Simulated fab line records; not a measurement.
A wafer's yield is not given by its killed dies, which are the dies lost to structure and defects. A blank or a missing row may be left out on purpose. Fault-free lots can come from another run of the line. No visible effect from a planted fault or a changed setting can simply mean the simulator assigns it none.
8D (eight disciplines) problem report, filled in by code	flow gf180mcu	the parts of the form that need people (team, actions taken, sign-off) are left out

## 1. THE ISSUE
Wafers without a fault read 533.7, standard deviation 0.86; wafer_temp_C_max at GF_SALICIDE_RTA_06 reads a mean of 419.0 on 6 wafers belonging to 2 lots. That is -99 or more standard deviations from the usual mean.
The step: time 30 s.
Earliest sighting: wafer L297.1 on rtp-anneal-02 at day 20 00:01. The record holds 18 wafers of 6 lots with a number at this step. Rule for "out" (also "out of limits"): further than 4 standard deviations from the usual mean. Any other wafer with a number is counted as sound.

## 2. WHAT IT IS AND WHAT IT IS NOT
question	is	is not
which readings at this step	wafer_temp_C_max	chamber-o2-ppm
which lots	L297, L299	L289, L290, L305, L306
which wafers of those lots	all that have a number	-
read on which tools	rtp-anneal-02	rtp-anneal-01
when	from day 20 00:01	up to then (6 sound wafers); but 6 sound wafers of L305, L306 came after

## 3. SUSPECTS, AND WHAT RULES EACH OUT
Counting: any tool at a process step up to the reading is kept as a suspect provided that every lot that is out went through it and no sound lot did after the first of them.
- pvd-sputter-03 at GF_SALICIDE_SPUTTER_02 (material Co, target thk 10 nm, time 20 s): ruled out as a lasting fault. The sound lots L305 went through it after L297, its earliest lot that is out (day 19 23:47).
- pvd-sputter-03 at GF_SALICIDE_SPUTTER_03 (material TiN, target thk 20 nm, time 16.7 s): ruled out as a lasting fault. The sound lots L305 went through it after L297, its earliest lot that is out (day 19 23:49).
- rtp-anneal-02 at GF_SALICIDE_RTA_06 (time 30 s): ruled out as a lasting fault. The sound lots L305, L306 went through it after L297, its earliest lot that is out (day 20 00:01).
Left after counting: nothing in the record.

## 4. THE CAUSE (what the simulator had put in)
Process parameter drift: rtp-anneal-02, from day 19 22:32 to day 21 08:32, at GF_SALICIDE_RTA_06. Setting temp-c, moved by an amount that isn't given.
Counting ruled it out, wrongly.

## 5. SEQUENCE OF EFFECTS, ordered by route
Each row: a reading whose mean over the struck wafers that have a number lies more than 3 standard deviations from the usual. Only readings for which the record gives a usual standard deviation are gone through. hours: the time from each lot's start at the first step in this table that gives one to its start at this step, as a median over the lots. sigmas: the change in usual standard deviations.
hours	step	reading	usual	on struck wafers	change	sigmas
0	GF_SALICIDE_RTA_06	lamp-power-pct	6.0 %	3.2	-2.8	-3.8
0	GF_SALICIDE_RTA_06	wafer_temp_C_max	533.7	419.0	-114.7	-99 or more
Process steps it contains:
- GF_SALICIDE_RTA_06: time 30 s.

## 6. HOW IT WOULD HAVE BEEN CAUGHT EARLIER
In this record the first reading out of limits was taken at day 20 00:01, 1 hour after the fault began at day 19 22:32.
